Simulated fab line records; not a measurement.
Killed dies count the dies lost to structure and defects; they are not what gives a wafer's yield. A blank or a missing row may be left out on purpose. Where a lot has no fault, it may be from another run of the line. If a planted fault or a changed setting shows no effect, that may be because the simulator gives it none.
Struck lot and sound lot, side by side + flow sky130 + 16 steps out of a route of 708
Sound: these wafers, L602.3, L602.4, L602.6. Struck: wafers L607.1, L607.6 (left out: L607.5, a lot-mate that was not struck); the cause follows at the end.
For every step that has rows: the tool of each side, followed by ch and its chambers, followed by its first start. Under that, the readings that differ: sound wafers + struck wafers + difference of the means + sigmas: that difference in standard deviations of wafers without a fault.
alike: readings whose means differ by less than 2 such deviations, and words and numbers that are the same on both sides. not compared: withheld readings, readings that some wafer has no value for, bounds like >300 that may hide the same value, and numbers for which the record gives no deviation and whose values overlap.
A row with sigmas, a row that says differs or no value, or rows on one side alone: a step with any of these is where the two part. Numbers that don't overlap but have no deviation are shown without sigmas and don't part them. A reading that every wafer of one side lacks parts them only if that side has two wafers or more.

first, 2 steps without rows for these wafers: SKY_VT_ADJUST_LVTN_PEB_16; SKY_VT_ADJUST_LVTN_DEVELOP_17 (develop time 60 s).
SKY_VT_ADJUST_LVTN_OVL_MEAS_18:
  struck on overlay-02, day 9 23:29; sound on overlay-02, day 8 14:03
  alike: VT_ADJUST_LVTN_01_OVL
then, 1 step without rows for these wafers: SKY_VT_ADJUST_LVTN_IMPLANT_19.
SKY_VT_ADJUST_LVTN_STRIP_20: strips in O2/N2.
  sound on plasma_asher-02 ch 0,1, day 8 14:16; struck on plasma_asher-03 ch 1, day 9 23:40
  alike: drypump_motor_current_A, oes_product_au, strip_time_to_endpoint_s
  not compared: rf_hours_counter_h
SKY_VT_ADJUST_LVTN_TW_MEAS_21:
  struck on film_metro-01, day 9 23:46; sound on film_metro-03, day 8 14:20
  alike: VT_ADJUST_LVTN_2_TW
then, 6 steps without rows for these wafers: SKY_VT_ADJUST_NCORE_DEHYDRATE_00 (time 60 s); SKY_VT_ADJUST_NCORE_HMDS_01 (prime time 60 s); SKY_VT_ADJUST_NCORE_COAT_02 (resist thk 1140 nm); SKY_VT_ADJUST_NCORE_SOFTBAKE_03 (time 60 s); SKY_VT_ADJUST_NCORE_EXPOSE_04 (exposes mask LVTN COMPLEMENT THIN, target cd 380 nm); SKY_VT_ADJUST_NCORE_PEB_05.
SKY_VT_ADJUST_NCORE_DEVELOP_06: develop time 60 s.
  sound on litho_track-01 ch 0, day 9 11:32; struck on litho_track-02 ch 0, day 10 21:33
  alike: developer_temp_C
SKY_VT_ADJUST_NCORE_CD_MEAS_07: target cd 380 nm.
  struck on cd_sem-02, day 10 21:42; sound on cd_sem-02, day 9 11:41
| reading    | sound             | struck      | difference | sigmas |
|------------|-------------------|-------------|------------|--------|
| cd_nm (nm) | 379.9 377.6 378.9 | 395.1 394.5 | +16.0      | +7     |
SKY_VT_ADJUST_NCORE_OVL_MEAS_08:
  struck on overlay-02, day 10 21:49; sound on overlay-02, day 9 11:46
  alike: VT_ADJUST_NCORE_OVL
SKY_PAD_OPEN_PROBE_99:
  the record has rows for the sound wafers here (prober-02, day 46 11:40) and none for the struck ones

WHERE THEY PART
Earliest at SKY_VT_ADJUST_NCORE_CD_MEAS_07; latest, in this record, at SKY_PAD_OPEN_PROBE_99.

WHY: whatever the simulator had introduced
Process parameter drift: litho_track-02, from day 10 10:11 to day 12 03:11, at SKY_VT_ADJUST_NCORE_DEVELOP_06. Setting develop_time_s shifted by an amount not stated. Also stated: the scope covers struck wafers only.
